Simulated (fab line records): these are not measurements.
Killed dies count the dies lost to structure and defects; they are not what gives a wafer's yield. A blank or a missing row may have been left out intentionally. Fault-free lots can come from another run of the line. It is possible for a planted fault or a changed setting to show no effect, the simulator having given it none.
A single fault, viewed from 2 desks ; flow sfqLine ; each desk holds nothing but its own numbers, with what lay behind them at the end

TOOL OWNER'S DESK, cmp-02
The tool's own readings at SFQ_TRILAYER_I0_CMP_CMP_028 (polishes SiO2): means of the sampled wafers that have a number, for each lot that ran on this tool. Any lot whose mean is over 4 standard deviations away from the usual mean is out of limits and marked OUT; that distance is given in the brackets.
Columns: A = motorCurrentA at SFQ_TRILAYER_I0_CMP_CMP_028, usual 9.9 A; B = slurryFlowMlMin at SFQ_TRILAYER_I0_CMP_CMP_028, usual 150.0; C = timeToEndpointS at SFQ_TRILAYER_I0_CMP_CMP_028, usual 217 s
lot;first seen here;A;B;C
L817;day 11 11:00;9.5;149.9;221
L818;day 11 14:00;9.6;150.4;210
L819;day 11 21:50;10.1;149.5;214
L820;day 12 09:50;9.3;150.0;224
L822;day 13 09:50;9.3;150.0;220
L828;day 14 21:35;10.3;150.4;219
L829;day 15 04:04;9.9;150.5;225
L833;day 16 10:09;10.1;150.3;223
L834;day 16 14:20;9.7;149.8;228
Result from this desk: across the 9 lots, nothing is out of limits.

METROLOGY DESK
What the gauges read, lot by lot, whatever tool the lot ran on: means of the sampled wafers that have a number. Any lot whose mean is over 4 standard deviations away from the usual mean is out of limits and marked OUT; that distance is given in the brackets.
Columns: A = R5_MONX_THK at SFQ_R5_THK_MEAS_934, usual 40.1 nm
lot;first seen here;A
L816;day 50 07:23;40.0
L817;day 50 10:23;40.0
L818;day 50 13:23;39.9
L819;day 50 14:16;39.6
L820;day 55 16:10;40.6
L822;day 56 03:52;40.2
L824;day 57 01:13;40.3
L828;day 63 20:36;40.8
L829;day 63 23:50;40.7
L830;day 64 02:52;39.0
L833;day 65 12:19;39.4
L834;day 65 18:04;39.6
L836;day 66 09:32;39.6
L839;day 67 03:32;40.0
Result from this desk: across the 14 lots, nothing is out of limits.

TAKEN TOGETHER
The tool owner's desk saw nothing out of limits.
The metrology desk saw nothing out of limits.

WHAT THE SIMULATOR PUT IN
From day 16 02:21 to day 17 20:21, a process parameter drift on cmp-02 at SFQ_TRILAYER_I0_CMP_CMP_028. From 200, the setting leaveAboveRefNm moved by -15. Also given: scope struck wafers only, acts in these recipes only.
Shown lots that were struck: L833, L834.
